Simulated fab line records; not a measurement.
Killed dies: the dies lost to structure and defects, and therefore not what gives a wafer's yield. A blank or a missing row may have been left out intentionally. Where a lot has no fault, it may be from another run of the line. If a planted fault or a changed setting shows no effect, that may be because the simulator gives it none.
Which tool did it? | flow gf180mcu | Sampling: 14 lots, 42 wafers, 3 of 602 route steps

== WHAT THE GAUGES READ, wafer by wafer ==
GF_VT_IMPLANT_OVL_MEAS_18.
lot  | measured     | on         | VT_IMPLANT_01_OVL (nm)
L430 | day 6 12:40  | overlay-02 | 4.2 3.1 0.9
L431 | day 6 16:37  | overlay-02 | 1.2 -2.0 -1.5
L433 | day 7 06:04  | overlay-02 | -1.1 -1.2 -0.2
L434 | day 7 18:58  | overlay-02 | 0.1 -0.3 -1.2
L435 | day 7 21:54  | overlay-01 | 2.4 1.7 -0.1
L436 | day 8 04:38  | overlay-02 | -2.8 0.1 -1.7
L437 | day 8 10:20  | overlay-02 | 2.8 2.1 0.9
L439 | day 8 23:41  | overlay-02 | 0.8 0.7 -0.3
L440 | day 9 07:31  | overlay-02 | -1.1 0.0 -0.4
L441 | day 9 14:34  | overlay-02 | 0.6 0.7 -0.1
L446 | day 10 17:51 | overlay-01 | 0.5 1.2 2.1
L449 | day 11 13:59 | overlay-02 | -1.0 -1.2 0.7
L450 | day 11 22:29 | overlay-02 | -1.8 -1.3 -2.2
L451 | day 12 04:31 | overlay-01 | 2.6 0.4 1.4

GF_CONTACT_THK_MEAS_01.
lot  | measured     | on            | CONTACT_CVD_00_THK (nm)
L430 | day 15 14:44 | film-metro-04 | 305 306 304
L431 | day 15 21:10 | film-metro-02 | 292 303 299
L433 | day 16 16:40 | film-metro-01 | 298 298 301
L434 | day 17 08:46 | film-metro-01 | 300 298 296
L435 | day 17 16:02 | film-metro-04 | 302 301 300
L436 | day 17 22:53 | film-metro-01 | 301 300 306
L437 | day 18 01:49 | film-metro-01 | 298 304 300
L439 | day 19 01:20 | film-metro-04 | 300 301 300
L440 | day 19 11:10 | film-metro-04 | 296 294 295
L441 | day 19 20:02 | film-metro-04 | 302 301 298
L446 | day 21 07:52 | film-metro-02 | 601 599 601 600 599 601
L449 | day 22 10:01 | film-metro-01 | 596 597 598 596 597 599
L450 | day 22 17:59 | film-metro-01 | 298 295 297
L451 | day 23 00:49 | film-metro-01 | 295 300 299

== WHAT TOOL EACH LOT RAN ON (gives the tool, then ch and the chambers of the sampled wafers, and finally the start) ==
lot  | GF_CONTACT_CVD_00
L430 | hdpcvd-01 ch 1,2, day 15 14:41
L431 | hdpcvd-01 ch 0,1,2, day 15 21:07
L433 | hdpcvd-02 ch 1, day 16 16:36
L434 | hdpcvd-01 ch 0,1, day 17 08:43
L435 | hdpcvd-02 ch 0,1,2, day 17 15:58
L436 | hdpcvd-02 ch 0,2, day 17 22:51
L437 | hdpcvd-01 ch 0,1, day 18 01:46
L439 | hdpcvd-01 ch 0,1,2, day 19 01:17
L440 | hdpcvd-01 ch 0,2, day 19 11:07
L441 | hdpcvd-01 ch 1,2, day 19 19:59
L446 | hdpcvd-01 ch 0,1, day 21 07:37
L449 | hdpcvd-01 ch 1,2, day 22 09:46
L450 | hdpcvd-01 ch 0,1,2, day 22 17:55
L451 | hdpcvd-01 ch 0,1,2, day 23 00:47
- GF_CONTACT_CVD_00: deposits SiO2, target thk 300 nm, time 50 s.

== WHAT THE TOOLS THEMSELVES READ (means of the sampled wafers that have a number; where no wafer has one, the mark that the record gives instead) ==
The record holds no such reading with a usual standard deviation.

== THE ANSWER, worked out from the rows above alone ==
Rule: usual is defined by the lots themselves. Put in order of their means at a reading, lots are off if they are a third of the lots or fewer, leave a main group of 4 or more, and stand apart from it by a gap of 3 or more times the standard deviation of the main group's means; of several such gaps the widest counts. Not used: any main group whose means are identical at the precision the tables above print for the reading. Also off: a lot with no number at a reading for which 4 or more lots have one. Where the step has rows for the other lots, those lots are counted as sound. Order of review: gauges by route order, followed by the tools' own readings, for which a lot's mean as printed above is used. The first step at which some lot is off is used, and at that step the reading that is off furthest; a lot without a number counts as furthest.
Off: L446, L449, seen at GF_CONTACT_THK_MEAS_01 (CONTACT_CVD_00_THK). The main group has a mean of 300 nm with a standard deviation of 2.6.
If a tool, at a process step before that reading, ran all the lots that are off and no sound lot after the first of them, it fits. Those tools and the gauges at GF_CONTACT_THK_MEAS_01 are tried in the same way. None of those tried fits.

== WHAT THE SIMULATOR HAD INSERTED ==
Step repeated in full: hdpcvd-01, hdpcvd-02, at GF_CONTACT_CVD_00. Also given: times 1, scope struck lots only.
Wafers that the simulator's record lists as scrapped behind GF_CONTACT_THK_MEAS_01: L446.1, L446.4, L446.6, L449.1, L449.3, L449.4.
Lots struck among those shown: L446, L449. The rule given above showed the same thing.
